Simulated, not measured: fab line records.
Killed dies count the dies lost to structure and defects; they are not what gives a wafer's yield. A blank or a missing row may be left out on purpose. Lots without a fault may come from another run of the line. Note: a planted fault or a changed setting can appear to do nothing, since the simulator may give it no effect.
A struck lot beside a sound one -- flow sky130 -- 25 steps out of a route of 708
Sound: wafers L758.1, L758.2, L758.3. Struck: wafer L755.2 (L755.4, L755.5, from the same lot, were not struck and are left out); the cause is given at the end.
For every step that has rows: the tool of each side, followed by ch and its chambers, followed by its first start. Under that, the readings that differ: sound wafers -- struck wafers -- difference of the means -- sigmas: that difference in standard deviations of wafers without a fault.
alike: readings whose means differ by less than 2 such deviations, and words and numbers that are the same on both sides. not compared: withheld readings, readings that some wafer has no value for, bounds like >300 that may hide the same value, and numbers for which the record gives no deviation and whose values overlap.
A row with sigmas, a row that says differs or no value, or rows on one side alone: a step with any of these is where the two part. When numbers do not overlap yet have no deviation, they are printed without sigmas and do not part them. A reading that every wafer of one side lacks parts them only if that side has two wafers or more.

first, 9 steps without rows for these wafers: SKY_LI_CONTACT_ETCH_14 (etches BARC in N2/H2, stops on SiO2, time 45.9 s, target depth 60 nm); SKY_LI_CONTACT_ETCH_15 (etches PSG in C4F8/O2/Ar, stops on Si, target depth 600 nm); SKY_LI_CONTACT_STRIP_16 (strips in O2/N2); SKY_LI_CONTACT_CLEAN_17 (cleans in NMP, time 600 s); SKY_LI_CONTACT_PRE_CLEAN_18 (time 5.6 s); SKY_LI_CONTACT_SPUTTER_19 (material Ti, target thk 20 nm, time 106.37 s); SKY_LI_CONTACT_SPUTTER_20 (material TiN, target thk 20 nm, time 80 s); SKY_LI_CONTACT_CVD_21 (deposits W, target thk 400 nm, time 120.56 s); SKY_LI_CONTACT_CMP_24 (polishes, stops on PSG, t overpolish 20 s, target thk 0 nm).
SKY_LOCAL_INTERCONNECT_SPUTTER_00: material TiN, target thk 100 nm, time 83.3 s.
  struck on pvd sputter-02, day 35 21:00; sound on pvd sputter-04, day 35 22:42
reading,sound,struck,difference,sigmas
model.TiN_of_LOCAL_INTERCONNECT_SPUTTER_00.thk nm (nm),100.3 100.4 99.61,79.83,-20.27,
  alike: throttle valve pct
  not compared: susceptor temp C
SKY_LOCAL_INTERCONNECT_RS_MEAS_01: measures by four-point-probe.
  struck on film metro-03, day 35 21:22; sound on film metro-01, day 35 22:46
reading,sound,struck,difference,sigmas
LOCAL_INTERCONNECT_TIN_RS (ohm/sq),14.13 14.12 14.24,17.98,+3.82,+22
  not compared: hold
SKY_LOCAL_INTERCONNECT_THK_MEAS_02: measures by xrf.
  struck on film metro-03, day 36 02:50; sound on film metro-01, day 35 22:53
reading,sound,struck,difference,sigmas
LOCAL_INTERCONNECT_TIN_THK (nm),98.8 99.7 98.0,79.1,-19.7,-15
  not compared: hold
then, 8 steps without rows for these wafers: SKY_LOCAL_INTERCONNECT_HMDS_04 (prime time 60 s); SKY_LOCAL_INTERCONNECT_COAT_05 (resist thk 60 nm); SKY_LOCAL_INTERCONNECT_COAT_06 (resist thk 450 nm); SKY_LOCAL_INTERCONNECT_SOFTBAKE_07 (time 90 s); SKY_LOCAL_INTERCONNECT_EXPOSE_08 (exposes mask LI1M, target cd 170 nm); SKY_LOCAL_INTERCONNECT_PEB_09; SKY_LOCAL_INTERCONNECT_DEVELOP_10 (develop time 60 s); SKY_LOCAL_INTERCONNECT_ETCH_13 (etches BARC in N2/H2, stops on SiO2, time 45.9 s, target depth 60 nm).
SKY_LOCAL_INTERCONNECT_METAL_ETCH_14: etches TiN in Cl2/BCl3, stops on PSG, target depth 110 nm, time 31.4 s.
  sound on rie metal-04 ch 0,1, day 37 01:21; struck on rie metal-04 ch 0, day 36 23:51
reading,sound,struck,difference,sigmas
oes product au (a.u.),0.942 0.931 0.938,0.825,-0.112,-16
throttle valve pct (%),21.889 21.895 21.909,21.983,+0.085,+9
  alike: drypump motor current A, he backside leak sccm
  not compared: rf hours counter h
then, 1 step without rows for these wafers: SKY_LOCAL_INTERCONNECT_STRIP_15 (strips in O2/N2).
SKY_LOCAL_INTERCONNECT_STRIP_16: strips in post etch residue remover, time 1200 s.
  sound on wet bench-01 ch 3, day 37 01:30; struck on wet bench-02 ch 2, day 37 00:00
reading,sound,struck,difference,sigmas
model.TiN_of_LOCAL_INTERCONNECT_SPUTTER_00.thk nm (nm),99.89 100 99.18,79.41,-20.28,
  alike: bath guard temp C
then, 1 step without rows for these wafers: SKY_LOCAL_INTERCONNECT_CLEAN_17 (cleans in IPA, time 180 s).
-- here the record skips 13 days between the struck wafers' starts before and after, leaving off in module LOCAL_INTERCONNECT and picking up in module PAD_OPEN (first step shown: number 708 of the route) --
SKY_PAD_OPEN_PROBE_99:
  struck on prober-01, day 50 09:12; sound on prober-01, day 50 15:56
reading,sound,struck,difference,sigmas
killed at other,0 0 0,3,+3,+4
model.etest.res li.line ohm um,74.56 76.43 76.08,95.57,+19.88,
model.etest.res li.rs ohm sq,12.77 12.71 12.82,16.12,+3.35,
model.etest.mcon chain.rc ohm,17.77 17 16.73,19.07,+1.90,
  alike: killed_at_M0_to_M3, killed_at_M4_up, killed at contacts, killed at front end, killed dies, killed open, killed short

== WHERE THEY PART ==
Earliest at SKY_LOCAL_INTERCONNECT_RS_MEAS_01; latest, in this record, at SKY_PAD_OPEN_PROBE_99.

WHY: what had been put in by the simulator
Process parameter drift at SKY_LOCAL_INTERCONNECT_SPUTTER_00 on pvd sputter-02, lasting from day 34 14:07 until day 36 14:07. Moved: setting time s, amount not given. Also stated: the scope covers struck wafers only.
